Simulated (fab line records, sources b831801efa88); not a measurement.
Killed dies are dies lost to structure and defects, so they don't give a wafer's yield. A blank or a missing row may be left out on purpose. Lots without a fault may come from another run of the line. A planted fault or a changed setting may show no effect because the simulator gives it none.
fab line records | flow sfq_line
record lots=14 wafers=42 last_day=92
route steps=325 shown M0@29 JJ@193 R5@226 C5@247
lots that met no fault: from a run of the same line without faults
start_h: hours from the record's first day to the start of the lot's first wafer shown | wait_h: hours since the lot's step before | " the same as in the row above | L1.1+2: a row that stands for several wafers | - no value, or no start given | * or withheld: withheld | < > ~ a bound
route shown NAME@n: a module of which the file shows steps, and the number in the route of the first | usual: mean/standard deviation of fault-free wafers | same: alike in all rows | chamber/n: place in a boat | sites: the reading at each site | _std_site: their standard deviation | _edge_site: outer sites' mean less inner sites' | radius_mm: how far each site lies from the wafer's centre | mask NAME#n: copy n | behind: the tool/chamber that last shaped the wafer | hold: why the lot was held/for how many hours/how that ended | device: the transistor (n, p or np) that didn't switch | end of line: the same wafers' tests at the end of the route | a step without rows: its recipe alone | killed: dies lost to structure and defects at the first sort, not the wafer's yield | map: a wafer's dies, x killed, . not, _ none there
set.NAME: the setting as run; set.NAME@STEP: as run at that earlier step | model.NAME: the simulator's own value behind a step, which no gauge read
steps of the route over a sample of lots; a table a step, a row a wafer
services: from which hour (start_h, from the record's first day; less than 0 if before it) a tool's chamber was out of use, for how many hours, and why
## steps
# step SFQ_TRILAYER_M0_DEP_SPUTTER_019
# recipe material=Nb base_pressure_pa=1.33e-06 chamber_pressure_pa=0.1333 substrate_temp_c=20 resputter_cathode_voltage_v=400 target_thk_nm=200 power_w=2000 time_s=133.3
# usual chamber_pressure_pa=0.13328/0.00024 throttle_valve_pct=29.7/0.76
# columns lot.wafer tool chamber start_h wait_h chamber_pressure_pa throttle_valve_pct
L532.2 pvd_sputter-05 - 163.26 0.0 0.13327 29.2
L532.3 " - " " 0.13342 28.5
L532.4 " - " " 0.1334 29.6
L533.2 pvd_sputter-05 - 169.06 0.0 0.13318 30.3
L533.3 " - " " 0.13362 29.2
L533.5 " - " " 0.13297 28.7
L534.3 pvd_sputter-04 - 177.46 0.0 0.13335 29.2
L534.4 " - " " 0.13394 31.1
L534.6 " - " " 0.13336 30.4
L535.1 pvd_sputter-06 - 191.41 0.0 0.13322 30.0
L535.2 " - " " 0.13308 29.4
L535.5 " - " " 0.13321 28.4
L537.1 pvd_sputter-05 - 203.83 0.0 0.13323 29.4
L537.3 " - " " 0.13333 29.5
L537.5 " - " " 0.13291 28.6
L538.1 pvd_sputter-06 - 208.63 0.0 0.13337 29.2
L538.2 " - " " 0.13317 28.7
L538.3 " - " " 0.13337 29.8
L540.3 pvd_sputter-05 - 218.23 0.0 0.13361 30.3
L540.4 " - " " 0.13311 28.7
L540.5 " - " " 0.13307 29.7
L542.2 pvd_sputter-05 - 227.93 0.0 0.13345 28.7
L542.3 " - " " 0.13291 30.3
L542.6 " - " " 0.13307 30.1
L543.1 pvd_sputter-04 - 231.53 0.0 0.13373 30.5
L543.3 " - " " 0.13367 30.5
L543.4 " - " " 0.13313 29.2
L544.3 pvd_sputter-04 - 238.73 0.0 0.13324 29.4
L544.4 " - " " 0.13364 30.2
L544.6 " - " " 0.13333 31.0
L545.1 pvd_sputter-04 - 247.13 0.0 0.13301 29.0
L545.3 " - " " 0.13326 30.8
L545.5 " - " " 0.13344 30.6
L548.1 pvd_sputter-04 - 274.86 0.0 0.13334 29.3
L548.3 " - " " 0.1329 31.2
L548.6 " - " " 0.13323 31.1
L552.2 pvd_sputter-05 - 300.81 0.0 0.13318 29.7
L552.3 " - " " 0.13347 30.1
L552.4 " - " " 0.1332 28.6
L554.2 pvd_sputter-05 - 315.21 0.0 0.13326 30.4
L554.5 " - " " 0.1333 28.4
L554.6 " - " " 0.13327 29.7
# step SFQ_M0_RS_MEAS_904
# recipe thk_meas_gauge=four-point-probe reads=Nb_of_TRILAYER_M0_DEP_SPUTTER_019
# usual M0_NB_RS=0.892/0.01
# columns lot.wafer tool chamber start_h wait_h M0_NB_RS[ohm/sq]
L532.2 film_metro-01 - 163.37 0.1 0.891
L532.3 " - " " 0.879
L532.4 " - " " 0.886
L533.2 film_metro-01 - 169.17 0.1 0.892
L533.3 " - " " 0.896
L533.5 " - " " 0.884
L534.3 film_metro-02 - 177.59 0.1 0.888
L534.4 " - " " 0.883
L534.6 " - " " 0.888
L535.1 film_metro-03 - 191.50 0.0 0.900
L535.2 " - " " 0.900
L535.5 " - " " 0.914
L537.1 film_metro-01 - 203.92 0.0 0.885
L537.3 " - " " 0.899
L537.5 " - " " 0.880
L538.1 film_metro-01 - 208.72 0.0 0.888
L538.2 " - " " 0.902
L538.3 " - " " 0.890
L540.3 film_metro-02 - 218.36 0.1 0.879
L540.4 " - " " 0.867
L540.5 " - " " 0.876
L542.2 film_metro-03 - 228.04 0.1 0.893
L542.3 " - " " 0.905
L542.6 " - " " 0.902
L543.1 film_metro-01 - 231.62 0.0 0.910
L543.3 " - " " 0.913
L543.4 " - " " 0.904
L544.3 film_metro-02 - 238.86 0.1 0.892
L544.4 " - " " 0.892
L544.6 " - " " 0.894
L545.1 film_metro-01 - 247.22 0.0 0.933
L545.3 " - " " 0.896
L545.5 " - " " 0.886
L548.1 film_metro-02 - 274.95 0.0 0.930
L548.3 " - " " 0.885
L548.6 " - " " 0.885
L552.2 film_metro-02 - 300.92 0.1 0.901
L552.3 " - " " 0.900
L552.4 " - " " 0.890
L554.2 film_metro-02 - 315.32 0.1 0.877
L554.5 " - " " 0.871
L554.6 " - " " 0.883
# step SFQ_TRILAYER_M0_ETCH_METAL_ETCH_024
# recipe target=Nb stop_on=SiO2 mask_material=PR chemistry=Cl2/Ar target_depth_nm=240 icp_w=600 bias_w=80 pressure_mtorr=10 time_s=120
# usual drypump_motor_current_A=6.09/0.29 oes_product_au=0.893/0.0067
# same time_s=120
# columns lot.wafer tool chamber start_h wait_h drypump_motor_current_A oes_product_au rf_hours_counter_h
L532.2 rie_metal-01 1 254.71 0.0 6.08 0.895 118
L532.3 " 1 " " 6.09 0.899 -
L532.4 " 0 " " 5.99 0.894 -
L533.2 rie_metal-03 1 259.51 0.0 5.72 0.896 33
L533.3 " 1 " " 5.72 0.893 -
L533.5 " 0 " " 6.62 0.895 -
L534.3 rie_metal-02 0 269.27 0.1 6.24 0.891 -
L534.4 " 1 " " 5.87 0.903 -
L534.6 " 0 " " 6.21 0.885 -
L535.1 rie_metal-02 0 285.58 0.0 6.21 0.887 75
L535.2 " 1 " " 5.88 0.898 19
L535.5 " 1 " " 5.88 0.885 -
L537.1 rie_metal-03 1 303.58 0.0 5.73 0.890 41
L537.3 " 0 " " 6.61 0.890 -
L537.5 " 1 " " 5.73 0.897 -
L538.1 rie_metal-02 1 310.78 0.0 5.89 0.891 24
L538.2 " 0 " " 6.30 0.891 80
L538.3 " 0 " " 6.24 0.891 -
L540.3 rie_metal-02 1 327.62 0.1 5.91 0.904 -
L540.4 " 0 " " 6.27 0.904 -
L540.5 " 0 " " 6.22 0.898 -
L542.2 rie_metal-01 0 343.18 0.0 5.96 0.896 9
L542.3 " 0 " " 5.97 0.882 -
L542.6 " 1 " " 6.10 0.889 -
L543.1 rie_metal-03 0 347.98 0.0 6.61 0.882 55
L543.3 " 0 " " 6.61 0.882 -
L543.4 " 1 " " 5.73 0.884 -
L544.3 rie_metal-02 0 358.93 0.1 6.23 0.900 -
L544.4 " 1 " " 5.87 0.890 -
L544.6 " 0 " " 6.24 0.893 -
L545.1 rie_metal-03 0 368.15 0.0 6.56 0.869 59
L545.3 " 0 " " 6.58 0.896 -
L545.5 " 0 " " 6.55 0.896 -
L548.1 rie_metal-01 0 399.54 0.1 5.91 0.878 18
L548.3 " 0 " " 5.95 0.892 -
L548.6 " 0 " " 5.96 0.900 -
L552.2 rie_metal-01 1 432.00 0.0 6.12 0.890 146
L552.3 " 1 " " 6.11 0.889 -
L552.4 " 0 " " 5.98 0.888 -
L554.2 rie_metal-02 1 446.33 0.0 5.92 0.902 43
L554.5 " 1 " " 5.91 0.913 -
L554.6 " 0 " " 6.29 0.895 -
# step SFQ_TRILAYER_JJ_CE_BARC_OPEN_RIE_150
# recipe mask_material=PR chemistry=O2 target_depth_nm=240 target=BARC icp_w=600 bias_w=80 pressure_mtorr=10 time_s=80
# usual drypump_motor_current_A=6.0/0.44 oes_product_au=0.538/0.0046
# same time_s=80
# columns lot.wafer tool chamber start_h wait_h drypump_motor_current_A oes_product_au rf_hours_counter_h
L532.2 rie_metal-02 0 1201.43 0.8 6.3 0.545 48
L532.3 " 0 " " 6.3 0.534 -
L532.4 " 1 " " 5.9 0.541 -
L533.2 rie_metal-03 0 1433.94 0.8 6.6 0.537 60
L533.3 " 1 " " 5.7 0.534 -
L533.5 " 0 " " 6.6 0.533 -
L534.3 rie_metal-03 1 1435.17 0.6 5.7 0.538 -
L534.4 " 0 " " 6.6 0.536 -
L534.6 " 0 " " 6.6 0.536 -
L535.1 rie_metal-02 0 1438.74 1.0 6.2 0.544 82
L535.2 " 0 " " 6.3 0.539 -
L535.5 " 0 " " 6.2 0.535 -
L537.1 rie_metal-03 1 1454.24 1.0 5.7 0.536 57
L537.3 " 0 " " 6.6 0.537 -
L537.5 " 1 " " 5.7 0.535 -
L538.1 rie_metal-04 1 1461.90 1.0 5.2 0.539 61
L538.2 " 0 " " 6.4 0.540 67
L538.3 " 0 " " 6.4 0.545 -
L540.3 rie_metal-04 0 1477.54 0.6 6.4 0.538 -
L540.4 " 1 " " 5.2 0.543 -
L540.5 " 0 " " 6.4 0.535 -
L542.2 rie_metal-02 0 1491.13 0.8 6.3 0.542 93
L542.3 " 0 " " 6.3 0.537 -
L542.6 " 0 " " 6.3 0.538 -
L543.1 rie_metal-03 1 1497.13 1.0 5.7 0.536 65
L543.3 " 1 " " 5.7 0.529 -
L543.4 " 0 " " 6.6 0.533 -
L545.1 rie_metal-02 0 1499.53 1.0 6.2 0.536 95
L545.3 " 1 " " 5.9 0.534 -
L545.5 " 1 " " 5.9 0.532 -
L544.3 rie_metal-03 0 1501.96 0.6 6.6 0.527 -
L544.4 " 1 " " 5.7 0.541 -
L544.6 " 0 " " 6.6 0.547 -
L548.1 rie_metal-02 1 1509.13 1.0 5.9 0.534 45
L548.3 " 0 " " 6.2 0.539 -
L548.6 " 1 " " 5.9 0.538 -
L552.2 rie_metal-02 0 1622.92 0.8 6.2 0.544 113
L552.3 " 1 " " 5.9 0.539 -
L552.4 " 0 " " 6.2 0.534 -
L554.2 rie_metal-03 1 1640.39 0.8 5.7 0.540 85
L554.5 " 1 " " 5.7 0.527 -
L554.6 " 0 " " 6.6 0.544 -
# step SFQ_TRILAYER_R5_STRIP_STRIP_140
# recipe gas=O2 power_w=200 platen_temp_c=40 overash_fraction=0.65 chemistry=O2 pressure_mtorr=50
# usual drypump_motor_current_A=6.09/0.28 oes_product_au=1.001/0.0091
# columns lot.wafer tool chamber start_h wait_h drypump_motor_current_A oes_product_au rf_hours_counter_h
L532.2 rie_metal-02 0 1328.61 0.0 6.22 1.017 64
L532.3 " 0 " " 6.24 1.020 -
L532.4 " 1 " " 5.88 1.000 -
L533.2 rie_metal-02 0 1553.95 0.0 6.26 1.015 102
L533.3 " 1 " " 5.90 1.003 -
L533.5 " 1 " " 5.94 1.003 -
L534.3 rie_metal-02 0 1557.75 0.2 6.27 1.015 -
L534.4 " 1 " " 5.90 1.011 -
L534.6 " 0 " " 6.23 1.011 -
L535.1 rie_metal-01 1 1561.15 0.0 6.11 0.997 10
L535.2 " 0 " " 5.97 0.999 45
L535.5 " 1 " " 6.10 0.997 -
L537.1 rie_metal-01 0 1586.35 0.0 5.96 0.996 51
L537.3 " 0 " " 5.92 0.993 -
L537.5 " 1 " " 6.09 0.991 -
L538.1 rie_metal-03 1 1602.98 0.0 5.73 1.001 79
L538.2 " 0 " " 6.63 0.993 91
L538.3 " 0 " " 6.58 0.992 -
L540.3 rie_metal-03 0 1605.58 0.2 6.62 0.994 -
L540.4 " 1 " " 5.74 1.012 -
L540.5 " 0 " " 6.61 0.996 -
L542.2 rie_metal-01 0 1609.08 0.0 5.98 1.007 55
L542.3 " 0 " " 5.99 0.993 -
L542.6 " 1 " " 6.11 1.004 -
L543.1 rie_metal-02 1 1616.45 0.0 5.93 0.997 61
L543.3 " 1 " " 5.91 0.994 -
L543.4 " 0 " " 6.23 1.013 -
L545.1 rie_metal-02 0 1619.44 0.0 6.25 1.009 113
L545.3 " 1 " " 5.90 1.001 -
L545.5 " 1 " " 5.87 1.003 -
L544.3 rie_metal-01 1 1724.91 0.2 6.10 1.002 -
L544.4 " 0 " " 5.96 1.013 -
L544.6 " 1 " " 6.07 1.002 -
L548.1 rie_metal-03 1 1740.31 0.0 5.74 0.998 97
L548.3 " 1 " " 5.72 0.989 -
L548.6 " 1 " " 5.72 1.003 -
L552.2 rie_metal-03 1 1845.08 0.0 5.72 0.996 107
L552.3 " 0 " " 6.59 0.986 -
L552.4 " 1 " " 5.74 0.991 -
L554.2 rie_metal-02 0 1866.60 0.0 6.25 1.002 11
L554.5 " 0 " " 6.25 1.003 -
L554.6 " 1 " " 5.92 1.003 -
# step SFQ_TRILAYER_C5_BARC_OPEN_VIA_ETCH_210
# recipe mask_material=PR chemistry=O2 target_depth_nm=125 target=BARC source_w=500 bias_w=80 pressure_mtorr=30 time_s=41.7
# usual drypump_motor_current_A=5.6/0.61 oes_product_au=0.685/0.0045
# same time_s=41.7
# columns lot.wafer tool chamber start_h wait_h drypump_motor_current_A oes_product_au rf_hours_counter_h
L532.2 rie_diel-02 3 1571.74 0.0 5.9 0.681 16
L532.3 " 2 " " 5.0 0.684 10
L532.4 " 0 " " 5.5 0.681 15
L533.2 rie_diel-01 3 1593.14 0.0 5.3 0.690 11
L533.3 " 1 " " 5.5 0.686 0
L533.5 " 3 " " 5.3 0.683 -
L534.3 rie_diel-02 1 1594.34 0.0 5.0 0.688 20
L534.4 " 0 " " 5.5 0.681 -
L534.6 " 1 " " 5.0 0.689 -
L535.1 rie_diel-01 2 1595.54 0.0 6.8 0.691 10
L535.2 " 3 " " 5.3 0.693 11
L535.5 " 3 " " 5.3 0.681 -
L537.1 rie_diel-02 2 1709.69 0.0 5.0 0.683 12
L537.3 " 0 " " 5.5 0.685 18
L537.5 " 2 " " 5.0 0.687 -
L538.1 rie_diel-03 1 1710.89 0.0 5.0 0.686 13
L538.2 " 0 " " 6.5 0.686 9
L538.3 " 2 " " 5.8 0.684 12
L540.3 rie_diel-02 3 1713.29 0.0 5.9 0.681 18
L540.4 " 2 " " 5.0 0.672 12
L540.5 " 1 " " 5.0 0.685 -
L542.2 rie_diel-01 3 1724.69 0.0 5.3 0.686 13
L542.3 " 1 " " 5.5 0.688 2
L542.6 " 0 " " 5.6 0.672 -
L543.1 rie_diel-03 3 1727.09 0.0 4.7 0.690 14
L543.3 " 2 " " 5.7 0.686 12
L543.4 " 0 " " 6.5 0.681 9
L545.1 rie_diel-03 0 1731.89 0.0 6.6 0.684 9
L545.3 " 3 " " 4.7 0.679 14
L545.5 " 1 " " 5.0 0.684 -
L544.3 rie_diel-02 3 1871.40 0.0 5.9 0.684 2
L544.4 " 2 " " 5.0 0.688 15
L544.6 " 3 " " 5.9 0.686 -
L548.1 rie_diel-03 1 1925.40 0.0 5.0 0.691 14
L548.3 " 2 " " 5.8 0.681 13
L548.6 " 2 " " 5.7 0.681 -
L552.2 rie_diel-02 1 1964.90 0.0 5.0 0.692 4
L552.3 " 3 " " 5.8 0.685 2
L552.4 " 0 " " 5.5 0.678 1
L554.2 rie_diel-01 2 1967.30 0.0 6.9 0.684 14
L554.5 " 2 " " 6.8 0.686 -
L554.6 " 1 " " 5.5 0.686 -
## services
# columns tool chamber start_h hours kind
rie_metal-02 - 172.43 0.8 repair
rie_metal-02 - 253.29 14.6 pm
rie_metal-02 0 472.82 1.9 repair
rie_metal-03 - 503.96 1.4 pm
rie_metal-02 1 523.75 10.2 repair
rie_metal-02 0 567.94 16.1 repair
rie_metal-02 - 578.56 2.8 pm
rie_metal-02 1 625.76 4.1 repair
rie_metal-02 - 856.69 1.8 repair
rie_metal-02 0 857.51 29.8 repair
rie_metal-02 0 904.56 2.7 repair
rie_metal-02 - 965.48 1.0 repair
rie_metal-02 0 999.36 29.3 repair
rie_metal-02 - 1133.57 0.9 repair
rie_metal-02 1 1150.30 20.5 repair
rie_metal-02 0 1260.25 4.1 repair
rie_metal-02 1 1262.65 1.3 repair
rie_metal-02 1 1395.96 56.0 repair
rie_metal-02 0 1534.17 10.0 repair
rie_metal-02 1 1559.61 5.3 repair
rie_metal-02 - 1561.31 1.4 pm
rie_metal-02 - 1678.56 2.8 pm
rie_metal-02 1 1880.71 16.5 repair
rie_metal-02 1 1925.76 20.1 repair
## key
first_sign step=SFQ_M0_RS_MEAS_904 reading=M0_NB_RS direction=up sigmas=3.9 usual=0.892 struck=0.932
effect step=SFQ_TRILAYER_M0_ETCH_METAL_ETCH_024 reading=oes_product_au direction=down sigmas=3 usual=0.893 struck=0.874
met_at SFQ_TRILAYER_M0_DEP_SPUTTER_019
struck_lots L545,L548
struck_wafers L545.1,L548.1
not_acting_at SFQ_TRILAYER_JJ_CE_BARC_OPEN_RIE_150,SFQ_TRILAYER_R5_STRIP_STRIP_140,SFQ_TRILAYER_C5_BARC_OPEN_VIA_ETCH_210
onset_between 238.73 247.13
fault kind=process_parameter_drift tool=pvd_sputter-04 chamber=- onset_h=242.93 steps=SFQ_TRILAYER_M0_DEP_SPUTTER_019 channel=time_s offset=* shape=step end_h=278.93 acts_in=* stated=* scope=struck_wafers_only
